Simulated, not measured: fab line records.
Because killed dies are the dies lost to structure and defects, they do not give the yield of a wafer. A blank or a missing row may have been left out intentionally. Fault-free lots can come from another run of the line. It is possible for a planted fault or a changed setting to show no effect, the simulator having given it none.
The tool behind it: which one? | flow gf180mcu | Sampling: 14 lots, 42 wafers, 4 of 602 route steps

WHAT EACH GAUGE READ, for each wafer
GF_POLY_GATE_CD_MEAS_10: target cd 280 nm.
lot  | measured     | on        | cd-nm (nm)
L387 | day 9 07:28  | cd-sem-02 | 282.8 281.4 281.7
L388 | day 9 17:01  | cd-sem-02 | 278.9 279.6 279.9
L390 | day 10 01:18 | cd-sem-01 | - - -
L391 | day 10 10:47 | cd-sem-01 | - - -
L392 | day 10 17:07 | cd-sem-02 | 281.5 283.4 282.0
L400 | day 13 14:24 | cd-sem-01 | 281.5 282.6 282.1
L402 | day 13 23:35 | cd-sem-01 | 279.8 279.8 280.5
L403 | day 14 04:28 | cd-sem-01 | 279.5 279.2 279.5
L405 | day 14 20:17 | cd-sem-01 | 280.9 280.7 281.8
L406 | day 15 01:56 | cd-sem-01 | 279.2 280.8 281.6
L407 | day 15 10:00 | cd-sem-02 | 278.2 279.2 278.2
L408 | day 15 16:30 | cd-sem-02 | 280.4 278.3 279.1
L409 | day 16 04:21 | cd-sem-02 | 282.0 281.8 281.6
L410 | day 16 07:50 | cd-sem-01 | 281.3 282.0 280.9

GF_V1_RS_MEAS_24: measures by four-point-probe.
lot  | measured     | on            | V1_W_RS (ohm/sq)
L387 | day 18 07:19 | film-metro-03 | 0.324 0.320 0.328
L388 | day 18 20:42 | film-metro-04 | 0.320 0.327 0.324
L392 | day 20 02:43 | film-metro-02 | 0.336 0.332 0.331
L400 | day 23 18:05 | film-metro-02 | 0.333 0.326 0.326
L402 | day 24 04:33 | film-metro-02 | 0.325 0.325 0.327
L403 | day 24 09:23 | film-metro-03 | 0.326 0.325 0.322
L405 | day 25 01:35 | film-metro-04 | 0.322 0.325 0.323
L406 | day 25 06:56 | film-metro-02 | 0.328 0.326 0.329
L407 | day 25 14:41 | film-metro-04 | 0.327 0.323 0.330
L408 | day 26 00:28 | film-metro-02 | 0.329 0.326 0.329
L409 | day 26 07:28 | film-metro-04 | 0.319 0.326 0.321
L410 | day 26 12:34 | film-metro-03 | 0.320 0.329 0.323

GF_M2_RS_MEAS_05: measures by four-point-probe.
lot  | measured     | on            | M2_ALCU_RS (ohm/sq)
L387 | day 18 08:01 | film-metro-01 | 0.0701 0.0696 0.0700
L388 | day 18 21:24 | film-metro-02 | 0.0695 0.0692 0.0694
L392 | day 20 03:25 | film-metro-04 | 0.0707 0.0701 0.0705
L400 | day 23 18:47 | film-metro-01 | 0.0703 0.0695 0.0695
L402 | day 24 05:15 | film-metro-01 | 0.0689 0.0686 0.0682
L403 | day 24 10:05 | film-metro-04 | 0.0698 0.0686 0.0698
L405 | day 25 02:33 | film-metro-04 | 0.0700 0.0695 0.0698
L406 | day 25 07:43 | film-metro-04 | 0.0687 0.0687 0.0693
L407 | day 25 15:23 | film-metro-01 | 0.0685 0.0690 0.0689
L408 | day 26 01:10 | film-metro-04 | 0.0688 0.0687 0.0689
L409 | day 26 08:28 | film-metro-02 | 0.0691 0.0692 0.0692
L410 | day 26 13:16 | film-metro-04 | 0.0700 0.0699 0.0703

WHICH TOOL RAN EACH LOT (tool, then ch and the chambers of the sampled wafers, then the start)
lot  | GF_POLY_GATE_EXPOSE_07
L387 | krf-scanner-01 ch 0, day 8 23:25
L388 | krf-scanner-01 ch 0, day 9 07:58
L390 | krf-scanner-01, day 9 17:31
L391 | krf-scanner-02, day 10 01:29
L392 | krf-scanner-01 ch 0, day 10 08:32
L400 | krf-scanner-02 ch 0, day 13 04:13
L402 | krf-scanner-02 ch 0, day 13 13:06
L403 | krf-scanner-01 ch 0, day 13 18:15
L405 | krf-scanner-01 ch 0, day 14 09:22
L406 | krf-scanner-01 ch 0, day 14 15:31
L407 | krf-scanner-01 ch 0, day 14 23:19
L408 | krf-scanner-02 ch 0, day 15 05:17
L409 | krf-scanner-01 ch 0, day 15 17:37
L410 | krf-scanner-02 ch 0, day 15 21:28
- GF_POLY_GATE_EXPOSE_07: exposes mask Poly2, target cd 280 nm.

WHAT THE TOOLS THEMSELVES READ (means of the sampled wafers that have a number; where no wafer has one, the mark that the record gives instead)
GF_POLY_GATE_EXPOSE_07.
lot  | tool           | exposure-dose-mJ-cm2 | focus-offset-nm (nm) | reticle-temp-C (C)
L387 | krf-scanner-01 | 28.004               | -0.2                 | 23.01
L388 | krf-scanner-01 | 27.990               | -0.1                 | 23.00
L390 | krf-scanner-01 | -                    | -                    | -
L391 | krf-scanner-02 | -                    | -                    | -
L392 | krf-scanner-01 | 27.966               | 0.4                  | 22.98
L400 | krf-scanner-02 | 28.018               | 0.5                  | 22.96
L402 | krf-scanner-02 | 27.960               | -0.5                 | 22.99
L403 | krf-scanner-01 | 28.011               | -0.1                 | 23.12
L405 | krf-scanner-01 | 28.011               | 0.4                  | 23.11
L406 | krf-scanner-01 | 28.000               | 0.7                  | 22.93
L407 | krf-scanner-01 | 27.973               | -0.9                 | 23.09
L408 | krf-scanner-02 | 28.014               | 0.1                  | 23.02
L409 | krf-scanner-01 | 27.982               | 0.0                  | 23.09
L410 | krf-scanner-02 | 28.001               | -0.1                 | 22.87

THE ANSWER, worked out from the rows above alone
Rule: the usual values come from the lots themselves. The widest of any qualifying gaps counts: lots, ordered by their means at a reading, are off when they make up no more than a third of the lots, leave a main group of 4 or more, and stand apart from it by 3 or more times the standard deviation of that group's means. A main group is skipped when, at the precision printed for the reading in the tables above, its means are all equal. Also off: a lot with no number at a reading for which 4 or more lots have one. All remaining lots with rows at the step are treated as sound. First the gauges in route order, then the tools' own readings, where a lot's mean is used as printed above. At the first step where some lot is off, the reading lying furthest off is the one used; lots without a number count as furthest.
Off, at GF_POLY_GATE_CD_MEAS_10 on cd-nm: L390, L391. Without a number there: L390, L391. Mean 280.7 nm and standard deviation 1.2 in the main group.
A tool fits if, at a process step before that reading, it ran every lot that is off, and no sound lot after the first of them. Not tried: the gauges at GF_POLY_GATE_CD_MEAS_10; whatever is off there is also off at GF_POLY_GATE_EXPOSE_07, on other tools, and gauge error can't account for it. Not one of the candidates tried fits.

WHAT THE SIMULATOR HAD INSERTED
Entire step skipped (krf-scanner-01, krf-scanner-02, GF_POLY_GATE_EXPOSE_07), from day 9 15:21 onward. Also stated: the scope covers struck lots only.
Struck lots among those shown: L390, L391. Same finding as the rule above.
